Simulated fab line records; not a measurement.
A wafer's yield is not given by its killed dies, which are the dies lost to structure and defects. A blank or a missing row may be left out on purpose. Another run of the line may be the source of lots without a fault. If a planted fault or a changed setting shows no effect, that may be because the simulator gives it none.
A lot that was struck, set against a sound lot :: flow gf180mcu :: 15 out of 602 route steps
Sound: these wafers, L138.1, L138.3, L138.4. Struck: wafers L149.2, L149.6. (L149.3 of the same lot was not struck and is left out.) The cause comes at the end.
Each step with rows lists, per side, the tool, then ch with its chambers, then its first start. Under that, the readings that differ: sound wafers :: struck wafers :: difference of the means :: sigmas: that difference in standard deviations of wafers without a fault.
alike: readings whose means differ by less than 2 such deviations, and words and numbers that are the same on both sides. not compared: withheld readings, readings that some wafer has no value for, bounds like >300 that may hide the same value, and numbers for which the record gives no deviation and whose values overlap.
A row with sigmas, a row that says differs or no value, or rows on one side alone: a step with any of these is where the two part. Numbers that have no deviation but don't overlap get no sigmas and don't part them. Lack of a reading on every wafer of one side parts them only where that side has two or more wafers.

GF_TOP_METAL_SPUTTER_04: material TiN, target thk 25 nm, time 20.8 s.
  struck on pvd_sputter-04, day 32 02:09; sound on pvd_sputter-01, day 29 03:11
  alike: chamber_pressure_pa, throttle_valve_pct
GF_TOP_METAL_RS_MEAS_05: measures by four-point-probe.
  struck on film_metro-03, day 32 02:12; sound on film_metro-04, day 29 03:13
  alike: TOP_METAL_ALCU_RS
GF_TOP_METAL_THK_MEAS_06: measures by xrf.
  struck on film_metro-03, day 32 02:19; sound on film_metro-04, day 29 03:20
  alike: TOP_METAL_ALCU_THK
then, 7 steps without rows for these wafers: GF_TOP_METAL_DEHYDRATE_07 (time 60 s); GF_TOP_METAL_HMDS_08 (prime time 60 s); GF_TOP_METAL_COAT_09 (resist thk 1500 nm); GF_TOP_METAL_SOFTBAKE_10 (time 60 s); GF_TOP_METAL_EXPOSE_11 (exposes mask MetalTop, target cd 440 nm); GF_TOP_METAL_PEB_12; GF_TOP_METAL_DEVELOP_13 (develop time 60 s).
GF_TOP_METAL_CD_MEAS_14: the cd target is 440 nm.
  struck on cd_sem-01, day 32 18:14; sound on cd_sem-01, day 29 22:01
  alike: cd_nm
GF_TOP_METAL_OVL_MEAS_15:
  struck on overlay-02, day 32 18:20; sound on overlay-02, day 29 22:08
  alike: TOP_METAL_OVL
GF_TOP_METAL_METAL_ETCH_16: etches the open film in Cl2/BCl3, stops on SiO2, target depth 1077.5 nm, time 179.6 s.
  sound on rie_metal-03 ch 0, day 29 22:10; struck on rie_metal-03 ch 1, day 32 18:22
reading: model.NOVOLAK_of_TOP_METAL_COAT_09.thk_nm (nm)
sound: 1080 1080 1080
struck: 783.2 786.1
difference: -295.3
sigmas: 
  alike: drypump_motor_current_A, he_backside_leak_sccm, oes_product_au, throttle_valve_pct
  not compared: rf_hours_counter_h
GF_TOP_METAL_STRIP_17: strips in O2/N2.
  sound on plasma_asher-01 ch 0,1, day 29 22:31; struck on plasma_asher-01 ch 0, day 32 18:32
reading: oes_product_au (a.u.)
sound: 0.704 0.710 0.716
struck: 0.659 0.654
difference: -0.053
sigmas: -12

reading: strip_time_to_endpoint_s (s)
sound: 13.56 13.58 13.58
struck: 10.20 10.22
difference: -3.36
sigmas: -34
  alike: drypump_motor_current_A, heater_power_w
  not compared: rf_hours_counter_h
then, 1 step without rows for these wafers: GF_TOP_METAL_STRIP_18 (strips in post etch residue remover, time 1200 s).

== WHERE THEY PART ==
At GF_TOP_METAL_STRIP_17 and nowhere else, as far as this record goes.

WHY: what had been put in by the simulator
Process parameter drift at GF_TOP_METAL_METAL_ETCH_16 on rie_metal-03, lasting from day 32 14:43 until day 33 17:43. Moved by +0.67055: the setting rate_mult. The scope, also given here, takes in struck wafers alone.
